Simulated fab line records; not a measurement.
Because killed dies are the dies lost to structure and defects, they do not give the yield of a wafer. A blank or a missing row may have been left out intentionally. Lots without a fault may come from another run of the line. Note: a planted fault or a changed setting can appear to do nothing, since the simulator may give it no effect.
Struck lot and sound lot, side by side    flow sky130    43 out of 708 route steps
Sound: the wafers L689.2, L689.3, L689.5. Wafers L706.2, L706.4, L706.5 were the ones struck. At the end, the cause is stated.
Each step with rows lists, per side, the tool, then ch with its chambers, then its first start. Under that, the readings that differ: sound wafers    struck wafers    difference of the means    sigmas: that difference in standard deviations of wafers without a fault.
alike: words and numbers the same on both sides, and readings whose means are apart by under 2 such deviations; not compared: readings that were withheld, readings missing a value for some wafer, numbers with overlapping values and no deviation given by the record, and bounds like >300 which may hide the same value.
The two part at a step that has a row with sigmas, a row that says differs or no value, or rows on one side only. Non-overlapping numbers with no deviation appear without sigmas and do not part them. A reading that every wafer of one side lacks parts them only if that side has two wafers or more.

first, 9 steps without rows for these wafers: SKY_CAP2M_CLEAN_17 (cleans in O3/DIW); SKY_METAL4_DEHYDRATE_05 (time 60 s); SKY_METAL4_HMDS_06 (prime time 60 s); SKY_METAL4_COAT_07 (resist thk 60 nm); SKY_METAL4_COAT_08 (resist thk 1140 nm); SKY_METAL4_SOFTBAKE_09 (time 90 s); SKY_METAL4_EXPOSE_10 (exposes mask MM4, target cd 300 nm); SKY_METAL4_PEB_11; SKY_METAL4_DEVELOP_12 (develop time 60 s).
SKY_METAL4_CD_MEAS_13: target cd 300 nm.
  sound on cd_sem-02 at day 42 20:32; struck on cd_sem-02 at day 47 12:38
  alike: cd_nm
SKY_METAL4_OVL_MEAS_14:
  sound on overlay-02 at day 42 20:39; struck on overlay-02 at day 47 12:45
  alike: METAL4_OVL
SKY_METAL4_DESCUM_15: chemistry O2, time 8 s.
  sound on rie_metal-04 ch 0,1, day 42 20:41; struck on rie_metal-03 ch 1, day 47 12:47
  alike: drypump_motor_current_A, oes_product_au
  not compared: rf_hours_counter_h
SKY_METAL4_ETCH_16: etches BARC in N2/H2, stops on SiO2, time 88.2 s, target depth 60 nm.
  sound on rie_metal-04 ch 0,1, day 42 20:43; struck on rie_metal-03 ch 1, day 47 12:53
  alike: drypump_motor_current_A, oes_product_au, throttle_valve_pct
  not compared: rf_hours_counter_h
then, 2 steps without rows for these wafers: SKY_METAL4_ETCH_17 (etches SiO2 in C4F8/O2/Ar, stops on TiN, time 3.9 s, target depth 15 nm); SKY_METAL4_METAL_ETCH_18 (etches the open film in Cl2/BCl3, stops on SiO2, target depth 845 nm, time 183.1 s).
SKY_METAL4_STRIP_19: strips in O2/N2.
  sound on plasma_asher-04 ch 0,1, day 42 21:01; struck on plasma_asher-03 ch 0, day 47 13:14
  alike: drypump_motor_current_A, oes_product_au, strip_time_to_endpoint_s
  not compared: rf_hours_counter_h
then, 4 steps without rows for these wafers: SKY_METAL4_STRIP_20 (strips in post etch residue remover, time 1200 s); SKY_METAL4_CLEAN_21 (cleans in IPA, time 180 s); SKY_METAL4_CLEAN_22 (cleans in O3/DIW); SKY_VIA4_HDPCVD_00 (deposits SiO2, target thk 1750 nm, time 297.7 s).
SKY_VIA4_THK_MEAS_01:
  sound on film_metro-01 at day 42 21:48; struck on film_metro-01 at day 47 14:03
  alike: VIA4_HDPCVD_THK
then, 1 step without rows for these wafers: SKY_VIA4_CMP_02 (polishes SiO2).
SKY_VIA4_BOW_MEAS_03:
  sound on film_metro-04 at day 42 22:29; struck on film_metro-01 at day 47 14:25
reading        sound     struck    difference  sigmas
VIA4_BOW (um)  96 77 89  71 71 69  -17         -2
then, 7 steps without rows for these wafers: SKY_VIA4_DEHYDRATE_04 (time 60 s); SKY_VIA4_HMDS_05 (prime time 60 s); SKY_VIA4_COAT_06 (resist thk 1140 nm); SKY_VIA4_SOFTBAKE_07 (time 60 s); SKY_VIA4_EXPOSE_08 (exposes mask VIM4, target cd 800 nm); SKY_VIA4_PEB_09; SKY_VIA4_DEVELOP_10 (develop time 60 s).
SKY_VIA4_OVL_MEAS_11:
  sound on overlay-01 at day 43 20:50; struck on overlay-01 at day 48 08:50
  alike: VIA4_OVL
SKY_VIA4_ETCH_12: etches SiO2 in C4F8/O2/Ar, stops on TiN, target depth 580 nm.
  sound on rie_diel-02 ch 0,1,3, day 43 20:52; struck on rie_diel-01 ch 1,2, day 48 08:52
  alike: oes_product_au
then, 6 steps without rows for these wafers: SKY_VIA4_STRIP_13 (strips in O2/N2); SKY_VIA4_STRIP_14 (strips in post etch residue remover, time 1200 s); SKY_VIA4_CLEAN_15 (cleans in IPA, time 180 s); SKY_VIA4_CLEAN_16 (cleans in O3/DIW); SKY_VIA4_SPUTTER_17 (material TiN, target thk 20 nm, time 80 s); SKY_VIA4_CVD_18 (deposits W, target thk 505 nm, time 152.14 s).
SKY_VIA4_RS_MEAS_19: a four-point-probe measurement.
  sound on film_metro-04 at day 43 21:46; struck on film_metro-02 at day 48 09:46
  alike: VIA4_W_RS
SKY_VIA4_THK_MEAS_20: measures by xrf.
  sound on film_metro-04 at day 43 21:53; struck on film_metro-02 at day 48 09:52
  alike: VIA4_W_THK
SKY_VIA4_CMP_21: polishes, stops on SiO2, t overpolish 25 s, target thk 0 nm.
  sound on cmp-02 ch 1,2, day 43 21:56; struck on cmp-01 ch 1,2, day 48 10:01
  alike: edge_zone_pressure_frac, head_pressure_psi, motor_current_A, overpolish_run_s, time_to_endpoint_s
SKY_METAL5_SPUTTER_00: material Ti, target thk 15 nm, time 10 s.
  sound on pvd_sputter-02 at day 43 22:14; struck on pvd_sputter-03 at day 48 10:16
  alike: cathode_dc_power_W, chamber_pressure_pa, throttle_valve_pct
-- the record jumps here: 2 days lie between the struck wafers' starts before and after (it left off in module METAL5 and takes up again in module PAD_OPEN, whose first step shown is number 708 of the route) --
SKY_PAD_OPEN_PROBE_99:
  sound on prober-02 at day 46 19:16; struck on prober-02 at day 50 16:19
reading                                sound              struck             difference  sigmas
defect_limited_yield (%)               82.5 82.7 82.5     70.9 71.7 72.2     -11.0       -6
killed_at_M4_up                        3 2 1              54 56 57           +54         +27
killed_dies                            86 85 86           143 139 137        +54         +6
sort_bin_3_pad_short (%)               1.2 0.8 1.4        2.0 3.0 4.3        +2.0        +5
sort_bin_5_function (%)                9.8 10.8 10.6      19.7 18.1 17.7     +8.1        +6
sort_n_pass                            406 407 406        349 353 355        -54         -6
sort_yield_pct (%)                     82.5 82.7 82.5     70.9 71.7 72.2     -11.0       -6
model.etest.tester.sort_n_pass         406 407 406        349 353 355        -54         
model.etest.tester.sort_yield_pct (%)  82.52 82.72 82.52  70.94 71.75 72.15  -10.97      
model.etest.tester.sort_bin_5_pct (%)  9.756 10.77 10.57  19.72 18.09 17.68  +8.13       
model.etest.tester.sort_bin_3_pct (%)  1.22 0.813 1.423   2.033 3.049 4.268  +1.965      
  alike: killed_at_M0_to_M3, killed_at_contacts, killed_at_front_end, killed_at_other, killed_open, killed_short, sort_bin_6_memory

## WHERE THEY PART
At SKY_VIA4_BOW_MEAS_03 first; at SKY_PAD_OPEN_PROBE_99 last (within this record only).

WHY: what had been put in by the simulator
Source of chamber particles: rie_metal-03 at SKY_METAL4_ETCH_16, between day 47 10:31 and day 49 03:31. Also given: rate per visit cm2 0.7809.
